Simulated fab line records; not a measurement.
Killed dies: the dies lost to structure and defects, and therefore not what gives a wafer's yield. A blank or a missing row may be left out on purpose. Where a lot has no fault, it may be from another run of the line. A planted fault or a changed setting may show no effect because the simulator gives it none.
Which tool is to blame? / flow sky130 / 14 lots with 40 wafers sampled at 4 steps, on a route of 708 steps

WHAT THE GAUGES READ, wafer by wafer
SKY_METAL4_OVL_MEAS_14. Usual: METAL4_OVL typically reads -1 nm, with standard deviation 5.7.
lot=L600; measured=day 42 03:13; on=overlay-02; METAL4_OVL (nm)=3 -2 -4; flag=
lot=L602; measured=day 42 13:58; on=overlay-01; METAL4_OVL (nm)=2 -5 -1; flag=
lot=L604; measured=day 44 08:45; on=overlay-01; METAL4_OVL (nm)=-5 -11 -6; flag=
lot=L605; measured=day 44 14:31; on=overlay-02; METAL4_OVL (nm)=2; flag=
lot=L607; measured=day 45 01:58; on=overlay-02; METAL4_OVL (nm)=9 9 7; flag=
lot=L611; measured=day 45 06:55; on=overlay-02; METAL4_OVL (nm)=4 -3 5; flag=
lot=L612; measured=day 45 23:24; on=overlay-01; METAL4_OVL (nm)=-18 -15 -16; flag=
lot=L614; measured=day 46 12:31; on=overlay-02; METAL4_OVL (nm)=0 4 4; flag=
lot=L616; measured=day 46 20:21; on=overlay-01; METAL4_OVL (nm)=-2 1 -4; flag=
lot=L617; measured=day 46 23:30; on=overlay-01; METAL4_OVL (nm)=0 3 -3; flag=
lot=L619; measured=day 47 02:15; on=overlay-02; METAL4_OVL (nm)=0 0 7; flag=
lot=L620; measured=day 47 06:39; on=overlay-01; METAL4_OVL (nm)=-1 0 2; flag=
lot=L621; measured=day 47 23:24; on=overlay-02; METAL4_OVL (nm)=-4 -6 -11; flag=
lot=L623; measured=day 48 03:31; on=overlay-02; METAL4_OVL (nm)=-6 -4 -5; flag=

SKY_METAL5_RS_MEAS_05: the measuring method here is four-point-probe. Usual: METAL5_ALCU_RS typically reads 0.0270 ohm/sq, with standard deviation 0.00036.
lot=L600; measured=day 43 07:25; on=filmMetro-03; METAL5_ALCU_RS (ohm/sq)=0.0269 0.0275 0.0270; flag=
lot=L602; measured=day 43 16:45; on=filmMetro-02; METAL5_ALCU_RS (ohm/sq)=0.0271 0.0272 0.0271; flag=
lot=L604; measured=day 45 12:13; on=filmMetro-02; METAL5_ALCU_RS (ohm/sq)=0.0270 0.0272 0.0272; flag=
lot=L611; measured=day 46 08:13; on=filmMetro-02; METAL5_ALCU_RS (ohm/sq)=0.0269 0.0271 0.0267; flag=
lot=L612; measured=day 47 02:05; on=filmMetro-01; METAL5_ALCU_RS (ohm/sq)=0.0267 0.0269 0.0271; flag=
lot=L614; measured=day 47 11:42; on=filmMetro-02; METAL5_ALCU_RS (ohm/sq)=0.0266 0.0267 0.0269; flag=
lot=L616; measured=day 47 20:23; on=filmMetro-03; METAL5_ALCU_RS (ohm/sq)=0.0265 0.0266 0.0266; flag=
lot=L617; measured=day 48 02:02; on=filmMetro-03; METAL5_ALCU_RS (ohm/sq)=0.0276 0.0275 0.0269; flag=
lot=L619; measured=day 48 04:22; on=filmMetro-02; METAL5_ALCU_RS (ohm/sq)=0.0274 0.0273 0.0274; flag=
lot=L620; measured=day 48 07:07; on=filmMetro-03; METAL5_ALCU_RS (ohm/sq)=0.0267 0.0269 0.0270; flag=
lot=L621; measured=day 48 23:29; on=filmMetro-03; METAL5_ALCU_RS (ohm/sq)=0.0274 0.0273 0.0272; flag=
lot=L623; measured=day 49 02:53; on=filmMetro-01; METAL5_ALCU_RS (ohm/sq)=0.0271 0.0267 0.0272; flag=

WHAT TOOL EACH LOT RAN ON (gives the tool, then ch and the chambers of the sampled wafers, and finally the start)
lot=L600; SKY_VIA3_CMP_02=cmp-02 ch 0,1, day 38 22:56; SKY_VIA4_CMP_21=cmp-02 ch 0,2,3, day 43 07:01
lot=L602; SKY_VIA3_CMP_02=cmp-02 ch 1,3, day 39 10:04; SKY_VIA4_CMP_21=cmp-02 ch 0,1,3, day 43 16:19
lot=L604; SKY_VIA3_CMP_02=cmp-01 ch 0,1, day 41 05:43; SKY_VIA4_CMP_21=cmp-01 ch 1,3, day 45 11:47
lot=L605; SKY_VIA3_CMP_02=cmp-01 ch 0, day 41 12:55; SKY_VIA4_CMP_21=cmp-01 ch 1, day 45 15:05
lot=L607; SKY_VIA3_CMP_02=cmp-02 ch 0,1, day 42 02:05; SKY_VIA4_CMP_21=cmp-01 ch 0,3, day 46 03:52
lot=L611; SKY_VIA3_CMP_02=cmp-01 ch 1,2, day 42 07:24; SKY_VIA4_CMP_21=cmp-01 ch 0,2, day 46 07:46
lot=L612; SKY_VIA3_CMP_02=cmp-02 ch 0,2,3, day 43 02:10; SKY_VIA4_CMP_21=cmp-01 ch 1,2,3, day 47 01:36
lot=L614; SKY_VIA3_CMP_02=cmp-01 ch 0,1,3, day 43 17:07; SKY_VIA4_CMP_21=cmp-01 ch 2,3, day 47 11:11
lot=L616; SKY_VIA3_CMP_02=cmp-01 ch 2,3, day 44 01:08; SKY_VIA4_CMP_21=cmp-01 ch 1,2,3, day 47 20:01
lot=L617; SKY_VIA3_CMP_02=cmp-01 ch 1,2,3, day 44 03:42; SKY_VIA4_CMP_21=cmp-01 ch 0,1, day 48 01:34
lot=L619; SKY_VIA3_CMP_02=cmp-01 ch 0,1,3, day 44 07:26; SKY_VIA4_CMP_21=cmp-02 ch 0,2,3, day 48 03:54
lot=L620; SKY_VIA3_CMP_02=cmp-01 ch 0,2,3, day 44 11:08; SKY_VIA4_CMP_21=cmp-02 ch 1,2, day 48 06:41
lot=L621; SKY_VIA3_CMP_02=cmp-01 ch 0,2,3, day 45 06:11; SKY_VIA4_CMP_21=cmp-01 ch 0,1, day 48 22:59
lot=L623; SKY_VIA3_CMP_02=cmp-01 ch 1,2,3, day 45 12:47; SKY_VIA4_CMP_21=cmp-01 ch 0,2,3, day 49 02:30
- SKY_VIA3_CMP_02: polishes SiO2.
- SKY_VIA4_CMP_21: polishes, stops on SiO2, t overpolish 25 s, target thk 0 nm.

WHAT THE TOOLS THEMSELVES READ (means of the sampled wafers that have a number; where no wafer has one, the mark that the record gives instead)
SKY_VIA3_CMP_02. Usual: edgeZonePressureFrac 1.000, standard deviation 0.005; headPressurePsi 3.999 psi, standard deviation 0.0086; motorCurrentA 12.3 A, standard deviation 1.5.
lot=L600; tool=cmp-02; edgeZonePressureFrac=1.003; headPressurePsi (psi)=3.997; motorCurrentA (A)=13.3; flag=
lot=L602; tool=cmp-02; edgeZonePressureFrac=1.001; headPressurePsi (psi)=4.008; motorCurrentA (A)=13.6; flag=
lot=L604; tool=cmp-01; edgeZonePressureFrac=1.001; headPressurePsi (psi)=3.999; motorCurrentA (A)=11.0; flag=
lot=L605; tool=cmp-01; edgeZonePressureFrac=0.997; headPressurePsi (psi)=3.999; motorCurrentA (A)=10.1; flag=
lot=L607; tool=cmp-02; edgeZonePressureFrac=1.000; headPressurePsi (psi)=4.003; motorCurrentA (A)=13.3; flag=
lot=L611; tool=cmp-01; edgeZonePressureFrac=0.996; headPressurePsi (psi)=4.001; motorCurrentA (A)=13.6; flag=
lot=L612; tool=cmp-02; edgeZonePressureFrac=1.001; headPressurePsi (psi)=3.995; motorCurrentA (A)=12.7; flag=
lot=L614; tool=cmp-01; edgeZonePressureFrac=1.001; headPressurePsi (psi)=3.991; motorCurrentA (A)=11.1; flag=
lot=L616; tool=cmp-01; edgeZonePressureFrac=0.999; headPressurePsi (psi)=3.994; motorCurrentA (A)=12.4; flag=
lot=L617; tool=cmp-01; edgeZonePressureFrac=0.999; headPressurePsi (psi)=3.996; motorCurrentA (A)=12.2; flag=
lot=L619; tool=cmp-01; edgeZonePressureFrac=1.002; headPressurePsi (psi)=3.999; motorCurrentA (A)=11.5; flag=
lot=L620; tool=cmp-01; edgeZonePressureFrac=1.004; headPressurePsi (psi)=4.002; motorCurrentA (A)=11.6; flag=
lot=L621; tool=cmp-01; edgeZonePressureFrac=1.003; headPressurePsi (psi)=4.010; motorCurrentA (A)=11.3; flag=
lot=L623; tool=cmp-01; edgeZonePressureFrac=1.000; headPressurePsi (psi)=4.003; motorCurrentA (A)=12.6; flag=

SKY_VIA4_CMP_21. Usual: edgeZonePressureFrac 1.000, standard deviation 0.0045; headPressurePsi 3.500 psi, standard deviation 0.008; motorCurrentA 11.0 A, standard deviation 1.4; overpolishRunS 25.000 s, standard deviation 0.0085; timeToEndpointS 123 s, standard deviation 3.9.
lot=L600; tool=cmp-02; edgeZonePressureFrac=1.002; headPressurePsi (psi)=3.498; motorCurrentA (A)=11.8; overpolishRunS (s)=24.998; timeToEndpointS (s)=122; flag=
lot=L602; tool=cmp-02; edgeZonePressureFrac=1.004; headPressurePsi (psi)=3.503; motorCurrentA (A)=12.2; overpolishRunS (s)=25.002; timeToEndpointS (s)=123; flag=
lot=L604; tool=cmp-01; edgeZonePressureFrac=0.998; headPressurePsi (psi)=3.507; motorCurrentA (A)=11.2; overpolishRunS (s)=25.010; timeToEndpointS (s)=124; flag=
lot=L605; tool=cmp-01; edgeZonePressureFrac=-; headPressurePsi (psi)=-; motorCurrentA (A)=-; overpolishRunS (s)=-; timeToEndpointS (s)=-; flag=OFF
lot=L607; tool=cmp-01; edgeZonePressureFrac=-; headPressurePsi (psi)=-; motorCurrentA (A)=-; overpolishRunS (s)=-; timeToEndpointS (s)=-; flag=OFF
lot=L611; tool=cmp-01; edgeZonePressureFrac=1.000; headPressurePsi (psi)=3.494; motorCurrentA (A)=10.6; overpolishRunS (s)=24.998; timeToEndpointS (s)=123; flag=
lot=L612; tool=cmp-01; edgeZonePressureFrac=0.998; headPressurePsi (psi)=3.502; motorCurrentA (A)=11.3; overpolishRunS (s)=24.992; timeToEndpointS (s)=124; flag=
lot=L614; tool=cmp-01; edgeZonePressureFrac=0.999; headPressurePsi (psi)=3.497; motorCurrentA (A)=10.4; overpolishRunS (s)=24.991; timeToEndpointS (s)=121; flag=
lot=L616; tool=cmp-01; edgeZonePressureFrac=1.006; headPressurePsi (psi)=3.503; motorCurrentA (A)=11.2; overpolishRunS (s)=24.999; timeToEndpointS (s)=124; flag=
lot=L617; tool=cmp-01; edgeZonePressureFrac=0.999; headPressurePsi (psi)=3.504; motorCurrentA (A)=9.9; overpolishRunS (s)=25.005; timeToEndpointS (s)=118; flag=
lot=L619; tool=cmp-02; edgeZonePressureFrac=1.002; headPressurePsi (psi)=3.507; motorCurrentA (A)=11.8; overpolishRunS (s)=24.998; timeToEndpointS (s)=120; flag=
lot=L620; tool=cmp-02; edgeZonePressureFrac=1.003; headPressurePsi (psi)=3.496; motorCurrentA (A)=12.5; overpolishRunS (s)=24.996; timeToEndpointS (s)=123; flag=
lot=L621; tool=cmp-01; edgeZonePressureFrac=0.997; headPressurePsi (psi)=3.499; motorCurrentA (A)=11.1; overpolishRunS (s)=24.993; timeToEndpointS (s)=125; flag=
lot=L623; tool=cmp-01; edgeZonePressureFrac=0.999; headPressurePsi (psi)=3.497; motorCurrentA (A)=10.4; overpolishRunS (s)=24.999; timeToEndpointS (s)=123; flag=

THE ANSWER, worked out from the rows above alone
Rule: a lot is off if the mean of its wafers that have a number lies more than 3 standard deviations from the usual mean. Also off: a lot with no number at a reading for which 4 or more lots have one. Any other lot the step has rows for is counted as sound. The gauges are gone through in route order, then the tools' own readings, and for those a lot's mean is taken as printed above. The first step at which some lot is off is used, and at that step the reading that is off furthest; a lot without a number counts as furthest.
Off, at SKY_VIA4_CMP_21 on edgeZonePressureFrac: L605, L607. Without a number there: L605, L607.
If a tool, at that step or one of the process steps before it, ran each lot that is off and ran no sound lot following the first of them, it fits. None of those tried fits.

WHAT THE SIMULATOR HAD INSERTED
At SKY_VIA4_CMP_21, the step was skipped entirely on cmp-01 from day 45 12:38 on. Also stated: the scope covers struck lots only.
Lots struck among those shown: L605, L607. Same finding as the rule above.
